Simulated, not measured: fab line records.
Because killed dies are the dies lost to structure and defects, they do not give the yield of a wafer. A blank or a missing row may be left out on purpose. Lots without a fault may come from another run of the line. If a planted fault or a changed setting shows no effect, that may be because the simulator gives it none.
Problem report, 8D (eight disciplines) form, completed by code | flow sky130 | the parts of the form that need people (team, actions taken, sign-off) are left out

1. THE PROBLEM
Mean of killed-at-contacts at SKY_PAD_OPEN_PROBE_99: 428 across 6 wafers in 2 lots; on wafers with no fault it is 24 (standard deviation 5.4). That puts it +75 standard deviations away from the usual mean.
Seen first at day 48 10:42 on prober-01, wafer L349.4. Wafers with a number at this step in the record: 9, from 3 lots. Rule for "out" (also "out of limits"): further than 4 standard deviations from the usual mean. The other wafers with a number count as sound.

2. WHAT IT IS; WHAT IT IS NOT
question                    | is                                             | is not
which readings at this step | killed-at-contacts, killed-dies, killed-on-rim | killed_at_M0_to_M3, killed-at-front-end, killed-open, killed-short
which lots                  | L349, L350                                     | L361
which wafers of those lots  | all that have a number                         | -
read on which tools         | prober-01                                      | -
when                        | from day 48 10:42                              | up to then (0 sound wafers); but 3 sound wafers of L361 came after

3. SUSPECTS, AND WHAT RULES EACH OUT
Counting: any tool at a process step up to the reading is kept as a suspect provided that every lot that is out went through it and no sound lot did after the first of them.
- plasma-asher-04 at SKY_CONTACT_STRIP_19 (strips in O2/N2): ruled out as a lasting fault. Sound lots L361 ran on it after its first lot that is out, L349 (day 35 00:04).
- cmp-01 at SKY_CONTACT_CMP_27 (polishes, stops on SiO2, t overpolish 15 s, target thk 0 nm): ruled out as a lasting fault. Sound lots L361 ran on it after its first lot that is out, L349 (day 35 00:58).
- prober-01 at SKY_PAD_OPEN_PROBE_99: ruled out as a lasting fault. Sound lots L361 ran on it after its first lot that is out, L349 (day 48 10:42).
Left after counting: nothing in the record.

4. THE CAUSE (what the simulator had put in)
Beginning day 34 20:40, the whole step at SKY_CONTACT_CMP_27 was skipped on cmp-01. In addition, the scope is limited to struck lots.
Counting ruled it out, wrongly: the rule takes a fault to strike every lot that its tool runs from its start on, and this one did not.

5. THE EFFECT CHAIN, in route order
One row per reading whose mean, taken over the struck wafers that have a number, lies over 3 standard deviations from the usual. Only readings whose record carries a usual standard deviation are examined. hours: median over the lots of the time between each lot's start at the first step of this table that gives one and its start at this step. sigmas: the change, counted in usual standard deviations.
hours | step                  | reading            | usual | on struck wafers | change | sigmas
0     | SKY_PAD_OPEN_PROBE_99 | killed-at-contacts | 24    | 428              | +404   | +75
0     | SKY_PAD_OPEN_PROBE_99 | killed-dies        | 87    | 492              | +405   | +40
0     | SKY_PAD_OPEN_PROBE_99 | killed-on-rim      | 17    | 96               | +79    | +19
Here are the process steps it includes:
- SKY_PAD_OPEN_PROBE_99
Readings that are blank on the struck wafers while sound wafers have them: edge-zone-pressure-frac at SKY_CONTACT_CMP_27; head-pressure-psi at SKY_CONTACT_CMP_27; motor-current-A at SKY_CONTACT_CMP_27; overpolish-run-s at SKY_CONTACT_CMP_27; time-to-endpoint-s at SKY_CONTACT_CMP_27.

6. WHAT WOULD HAVE CAUGHT IT SOONER
First out-of-limits reading in this record: day 48 10:42, which is 326 hours after fault onset at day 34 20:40.
At SKY_CONTACT_CMP_27 the tool's readings are blank on the struck wafers, where sound wafers have them: an empty tool record is the first sign, and it was there at once.
